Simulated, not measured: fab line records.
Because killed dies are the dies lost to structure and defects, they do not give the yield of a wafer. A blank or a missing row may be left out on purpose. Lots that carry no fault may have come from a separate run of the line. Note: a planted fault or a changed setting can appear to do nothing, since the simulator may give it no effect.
fab line records    flow sky130
record: lots: 5  wafers: 15  last-day: 50
route steps=708 shown SONOS_ONO@173 PAD_OPEN@708
lots that met no fault: taken from a fault-free run of the same line
start-h: start of the lot's first displayed wafer, in hours after the record's first day    wait-h: how many hours have passed since the lot's step before this one    " identical to the entry in the row above    L1.1+2: one row covering several wafers at once    - no value, or no start given    * or withheld: withheld    < > ~ a bound
route shown NAME@n: names a module that has steps shown in the file, with the first one's number in the route    usual: mean/standard deviation taken from wafers without a fault    same: alike in all rows    chamber/n: place in a boat    sites: each site's reading    _std_site: how widely they spread, as a standard deviation    _edge_site: inner sites' mean taken away from outer sites' mean    radius-mm: for every site, how far away it sits from the centre of the wafer    mask NAME#n: copy n    behind: the most recent tool/chamber to have shaped the wafer    hold: cause of the lot's hold/its duration in hours/its outcome    device: the n, p or np transistor that did not switch    end of line: the same wafers' tests at the end of the route    step lacking rows: just its recipe    killed: at the first sort, the dies lost to defects and structure; wafer yield is something else    map: shows each die of a wafer: x if killed, . if not, _ if none is there
set.NAME: the setting as run; set.NAME@STEP: as run at that earlier step    model.NAME: the simulator's own value behind a step, which no gauge read
certain route steps with their lots: each step a table, each wafer a row
services: a tool's chamber out of use, with start hour (start-h, from the record's first day; less than 0 if before it), hours out, and reason
== steps ==
step: SKY_SONOS_ONO_THK_MEAS_05
recipe: reads: SiO2_of_SONOS_ONO_CVD_04
usual: SONOS_ONO_CVD_04_THK: 5.68/0.11
lot.wafer  tool           chamber  start-h  wait-h  SONOS_ONO_CVD_04_THK[nm]
L794.3     film-metro-04  -        326.38   0.0     5.61
L794.5     "              -        "        "       5.63
L794.6     "              -        "        "       5.59
L795.1     film-metro-01  -        329.53   0.0     5.72
L795.2     "              -        "        "       5.57
L795.4     "              -        "        "       5.59
L802.1     film-metro-02  -        392.79   0.0     5.67
L802.2     "              -        "        "       5.57
L802.5     "              -        "        "       5.75
L807.1     film-metro-01  -        419.23   0.0     5.76
L807.3     "              -        "        "       5.62
L807.5     "              -        "        "       5.65
L808.2     film-metro-01  -        436.96   0.0     5.76
L808.5     "              -        "        "       5.83
L808.6     "              -        "        "       5.69
step: SKY_SONOS_ONO_DEHYDRATE_06
recipe: temp-c: 200  time-s: 60
step: SKY_SONOS_ONO_HMDS_07
recipe: prime-time-s: 60  prime-temp-c: 120
step: SKY_SONOS_ONO_COAT_08
recipe: resist: NOVOLAK  spin-rpm: 3000  resist-thk-nm: 1140
step: SKY_SONOS_ONO_SOFTBAKE_09
recipe: temp-c: 90  time-s: 60  resist: NOVOLAK
step: SKY_SONOS_ONO_EXPOSE_10
recipe: mask-id: ONOM  target-cd-nm: 410  na: 0.6  source-shape: conventional  sigma-outer: 0.6  dose-mj: 150
step: SKY_SONOS_ONO_PEB_11
recipe: temp-c: withheld  time-s: *  resist: NOVOLAK
step: SKY_SONOS_ONO_DEVELOP_12
recipe: develop-time-s: 60  dev-temp-c: 23
step: SKY_SONOS_ONO_CD_MEAS_13
recipe: target-cd-nm: 410
usual: cd-nm: 409.7/2.3
lot.wafer  tool       chamber  start-h  wait-h  cd-nm
L794.3     cd-sem-02  -        353.21   0.1     405.9
L794.5     "          -        "        "       406.3
L794.6     "          -        "        "       407.5
L795.1     cd-sem-01  -        356.11   0.1     410.7
L795.2     "          -        "        "       410.7
L795.4     "          -        "        "       412.4
L802.1     cd-sem-02  -        422.76   0.1     409.8
L802.2     "          -        "        "       410.0
L802.5     "          -        "        "       411.3
L807.1     cd-sem-01  -        449.76   0.1     409.3
L807.3     "          -        "        "       408.2
L807.5     "          -        "        "       409.4
L808.2     cd-sem-01  -        467.99   0.1     414.0
L808.5     "          -        "        "       410.9
L808.6     "          -        "        "       410.9
step: SKY_SONOS_ONO_OVL_MEAS_14
usual: SONOS_ONO_OVL: 0.0/1.3
lot.wafer  tool        chamber  start-h  wait-h  SONOS_ONO_OVL[nm]
L794.3     overlay-02  -        353.30   0.1     2.3
L794.5     "           -        "        "       1.9
L794.6     "           -        "        "       0.8
L795.1     overlay-02  -        356.23   0.1     -2.4
L795.2     "           -        "        "       -0.8
L795.4     "           -        "        "       -0.4
L802.1     overlay-02  -        422.88   0.1     1.2
L802.2     "           -        "        "       1.2
L802.5     "           -        "        "       -1.2
L807.1     overlay-02  -        449.88   0.1     1.0
L807.3     "           -        "        "       -1.0
L807.5     "           -        "        "       0.3
L808.2     overlay-01  -        468.10   0.1     1.9
L808.5     "           -        "        "       2.3
L808.6     "           -        "        "       1.4
step: SKY_SONOS_ONO_ETCH_15
recipe: target-depth-nm: 19.52  chemistry: CHF3/O2  source-w: 600  bias-w: 200  pressure-mtorr: 40  chf3-flow-sccm: 50  O2_flow_sccm: 5  time-s: 7.8
usual: bias-w: 199.9/0.57  drypump-motor-current-A: 5.7/0.38  oes-product-au: 0.999/0.0086  rf-fwd-power-W: 587.8/2.4  throttle-valve-pct: 8.825/0.0097
lot.wafer  tool         chamber  start-h  wait-h  bias-w  drypump-motor-current-A  oes-product-au  rf-fwd-power-W  rf-hours-counter-h  throttle-valve-pct
L794.3     rie-diel-02  2        353.33   0.0     200.8   5.7                      0.990           590.6           100                 8.829
L794.5     "            2        "        "       200.7   5.7                      0.991           592.1           -                   8.833
L794.6     "            3        "        "       200.4   5.9                      1.015           590.5           -                   8.856
L795.1     rie-diel-01  3        356.26   0.0     200.2   5.9                      0.988           590.8           6                   8.816
L795.2     "            1        "        "       200.2   5.7                      1.002           588.6           3                   8.844
L795.4     "            0        "        "       200.2   5.3                      1.009           590.4           101                 8.822
L802.1     rie-diel-03  3        422.91   0.0     199.1   5.7                      0.995           586.4           6                   8.819
L802.2     "            2        "        "       199.6   5.3                      0.983           589.2           0                   8.820
L802.5     "            3        "        "       200.1   5.7                      1.004           586.0           -                   8.806
L807.1     rie-diel-03  3        449.91   0.0     199.2   5.8                      1.007           586.2           7                   8.826
L807.3     "            2        "        "       199.2   5.2                      0.995           584.9           1                   8.831
L807.5     "            2        "        "       199.3   5.2                      0.990           583.3           -                   8.816
L808.2     rie-diel-03  3        468.13   0.0     199.8   5.7                      1.000           587.0           7                   8.842
L808.5     "            2        "        "       199.6   5.2                      0.994           585.5           -                   8.839
L808.6     "            3        "        "       200.2   5.7                      1.010           585.5           -                   8.817
step: SKY_SONOS_ONO_WET_ETCH_16
recipe: chemistry: dHF  target-depth-nm: 14  dry: n2-spin  target: SiO2  dilution: 100:1  temp-c: 25  time-s: 280
step: SKY_SONOS_ONO_STRIP_17
recipe: chemistry: O2/N2  power-w: 1400  pressure-mtorr: 1500  platen-temp-c: withheld  o2-flow-sccm: 3000  n2-flow-sccm: 300  overash-fraction: 0.5
usual: drypump-motor-current-A: 5.7/0.34  oes-product-au: 0.710/0.0043  strip-time-to-endpoint-s: 14.12/0.044
lot.wafer  tool             chamber  start-h  wait-h  drypump-motor-current-A  oes-product-au  rf-hours-counter-h  strip-time-to-endpoint-s  model.NOVOLAK_of_SONOS_ONO_COAT_08.thk-nm
L794.3     plasma-asher-04  1        353.48   0.0     5.8                      0.711           -                   14.07                     0
L794.5     "                0        "        "       5.6                      0.708           -                   14.09                     0
L794.6     "                1        "        "       5.8                      0.707           -                   14.09                     0
L795.1     plasma-asher-04  1        356.37   0.0     5.8                      0.880           23                  -                         687.5
L795.2     "                0        "        "       5.6                      0.886           23                  -                         688
L795.4     "                1        "        "       5.9                      0.870           -                   -                         687.9
L802.1     plasma-asher-03  1        423.02   0.0     5.4                      0.706           73                  14.14                     0
L802.2     "                0        "        "       6.4                      0.711           73                  14.15                     0
L802.5     "                1        "        "       5.4                      0.708           -                   14.15                     0
L807.1     plasma-asher-04  0        450.02   0.0     5.7                      0.711           33                  14.14                     0
L807.3     "                1        "        "       5.8                      0.714           -                   14.09                     0
L807.5     "                0        "        "       5.6                      0.708           -                   14.06                     0
L808.2     plasma-asher-03  1        468.24   0.0     5.4                      0.711           78                  14.10                     0
L808.5     "                0        "        "       6.4                      0.712           -                   14.04                     0
L808.6     "                1        "        "       5.4                      0.711           -                   14.07                     0
step: SKY_SONOS_ONO_WET_ETCH_18
recipe: chemistry: H3PO4  target-depth-nm: 15  target: Si3N4  temp-c: 160  time-s: 172
step: SKY_PAD_OPEN_PROBE_99
usual: killed_at_M0_to_M3: 42/7.1  killed_at_M4_up: 3.3/1.9  killed-at-contacts: 24/5  killed-at-front-end: 15/4.7  killed-at-other: 0.3/0.61  killed-dies: 86/9.6  killed-on-rim: 17/3.8  killed-open: 47/7.5  killed-short: 38/6.6
same: gross-dies: 492  killed-at-back-side: 0
lot.wafer  tool       chamber  start-h  wait-h  killed_at_M0_to_M3  killed_at_M4_up  killed-at-contacts  killed-at-front-end  killed-at-other  killed-dies  killed-on-rim  killed-open  killed-short
L795.1     prober-01  -        1133.12  0.1     49                  1                34                  408                  0                492          96             52           46
L795.2     prober-01  -        1133.17  0.1     39                  2                32                  419                  0                492          96             51           54
L795.4     prober-01  -        1133.27  0.2     48                  3                28                  413                  0                492          96             48           47
L802.1     prober-01  -        1174.27  0.1     35                  5                18                  14                   0                72           15             30           41
L802.2     prober-01  -        1174.32  0.1     44                  3                21                  24                   0                92           17             49           42
L802.5     prober-01  -        1174.47  0.2     26                  2                26                  17                   0                71           13             38           33
killed by level:class
L795.1 GATE_OXIDE:area-oxidation=394 CONTACT:geometric-particle:open=12 LI_CONTACT:geometric-particle:open=9 CONTACT:geometric-particle:short=8 VIA2:geometric-particle:open=8 VIA1:geometric-particle:short=7 VIA2:geometric-particle:short=7 METAL2:geometric-particle:short=6
L795.2 GATE_OXIDE:area-oxidation=387 FIELD_ISO:geometric-particle:short=10 CONTACT:geometric-particle:open=10 LI_CONTACT:geometric-particle:open=8 CONTACT:geometric-particle:short=8 POLY_GATE:geometric-particle:open=7 VIA1:geometric-particle:open=7 VIA2:geometric-particle:short=6
L795.4 GATE_OXIDE:area-oxidation=397 METAL2:geometric-particle:short=12 CONTACT:geometric-particle:open=9 LI_CONTACT:geometric-particle:open=8 VIA1:geometric-particle:open=7 VIA2:geometric-particle:open=6 VIA3:geometric-particle:open=6 CONTACT:geometric-particle:short=5
L802.1 FIELD_ISO:geometric-particle:short=7 VIA1:geometric-particle:open=7 CONTACT:geometric-particle:open=7 LOCAL_INTERCONNECT:geometric-particle:short=5 VIA2:geometric-particle:open=5 VIA1:geometric-particle:short=4 METAL2:geometric-particle:short=4 METAL1:geometric-particle:short=3
L802.2 CONTACT:geometric-particle:open=9 VIA2:geometric-particle:open=8 FIELD_ISO:geometric-particle:open=7 FIELD_ISO:geometric-particle:short=7 VIA2:geometric-particle:short=7 VIA1:geometric-particle:open=7 METAL1:geometric-particle:short=6 LI_CONTACT:geometric-particle:open=5
L802.5 CONTACT:geometric-particle:open=10 LOCAL_INTERCONNECT:geometric-particle:short=6 LI_CONTACT:geometric-particle:open=5 METAL1:geometric-particle:short=5 FIELD_ISO:geometric-particle:short=4 FIELD_ISO:geometric-particle:open=4 VIA2:geometric-particle:open=4 POLY_GATE:geometric-particle:open=3
map L795.1 (x killed, . not)
__________xxxxxxxxxx_________
________xxxxxxxxxxxxxx_______
______xxxxxxxxxxxxxxxxxx_____
_____xxxxxxxxxxxxxxxxxxxx____
____xxxxxxxxxxxxxxxxxxxxxx___
___xxxxxxxxxxxxxxxxxxxxxxxx__
__xxxxxxxxxxxxxxxxxxxxxxxxxx_
_xxxxxxxxxxxxxxxxxxxxxxxxxxxx
_xxxxxxxxxxxxxxxxxxxxxxxxxxxx
_xxxxxxxxxxxxxxxxxxxxxxxxxxxx
_xxxxxxxxxxxxxxxxxxxxxxxxxxxx
_xxxxxxxxxxxxxxxxxxxxxxxxxxxx
_xxxxxxxxxxxxxxxxxxxxxxxxxxxx
_xxxxxxxxxxxxxxxxxxxxxxxxxxxx
_xxxxxxxxxxxxxxxxxxxxxxxxxxxx
__xxxxxxxxxxxxxxxxxxxxxxxxxx_
___xxxxxxxxxxxxxxxxxxxxxxxx__
____xxxxxxxxxxxxxxxxxxxxxx___
_____xxxxxxxxxxxxxxxxxxxx____
______xxxxxxxxxxxxxxxxxx_____
________xxxxxxxxxxxxxx_______
__________xxxxxxxxxx_________
map L807.3 (x killed, . not)
__________.........._________
________..x.xx..x....._______
______.....x.....xx....._____
_____...........x.x......____
____..x.xx................___
___.xx.x..x..x......x.....x__
__...x...x...x.x....x......._
_.................x........xx
_..............x.............
_......xx....x.....x.......x.
_x.....x......x..x.....x.....
_.....x..x....x...........x.x
_...x...x.........x....xx...x
_......x.......x..........x..
_....x...xx.....xx...........
__.....x...................x_
___....xxx......x.x...x....__
____.x.....xx...x.....x.x.___
_____.....x.......x......____
______x...........x..x.x_____
________..........x..._______
__________xxx.xx...x_________
== services ==
tool             chamber  start-h  hours  kind
plasma-asher-04  -        337.48   2.8    pm
rie-diel-03      2        368.59   -      clean
rie-diel-03      0        400.67   23.0   repair
rie-diel-03      2        406.06   12.8   repair
rie-diel-02      1        408.11   4.5    repair
rie-diel-02      2        429.40   -      clean
rie-diel-02      2        429.40   28.6   scheduled-down
rie-diel-02      2        429.40   28.6   vent-cycle
rie-diel-01      0        437.99   1.4    repair
rie-diel-02      3        441.64   8.4    repair
rie-diel-01      0        443.72   -      clean
rie-diel-01      0        443.72   18.4   scheduled-down
rie-diel-01      0        443.72   18.4   vent-cycle
== key ==
first-sign: step: SKY_SONOS_ONO_STRIP_17  reading: oes-product-au  direction: up  sigmas: 39  usual: 0.710  struck: 0.879
effect: step: SKY_PAD_OPEN_PROBE_99  reading: killed-at-front-end  direction: up  sigmas: 84  usual: 15  struck: 413
model-effect: step: SKY_SONOS_ONO_STRIP_17  value: NOVOLAK_of_SONOS_ONO_COAT_08.thk-nm  without: 0  struck: 687.8
more-kills-born-at: SKY_GATE_OXIDE_OXIDATION_01@furnace-01: 1178
met-at SKY_SONOS_ONO_STRIP_17
struck-wafers L795.1,L795.2,L795.4
later-rows-left-out L795.1,L795.2,L795.4
tester-left-out L795
onset-between 353.48 356.37
fault: kind: strip-aborted  tool: plasma-asher-04  chamber: -  onset-h: 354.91  steps: SKY_SONOS_ONO_STRIP_17  offset: 0.83631  end-h: 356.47
tester-left-out: of these lots the tester's yield and bins aren't shown, on N5 and GAA mostly nor the transistor test; their killed dies are dies lost to structure and defects alone, not to doping, threshold or leakage, so they don't give the yield
later-rows-left-out: the simulator's readings of these wafers behind a module that went badly wrong aren't trusted and aren't shown, but for the sort
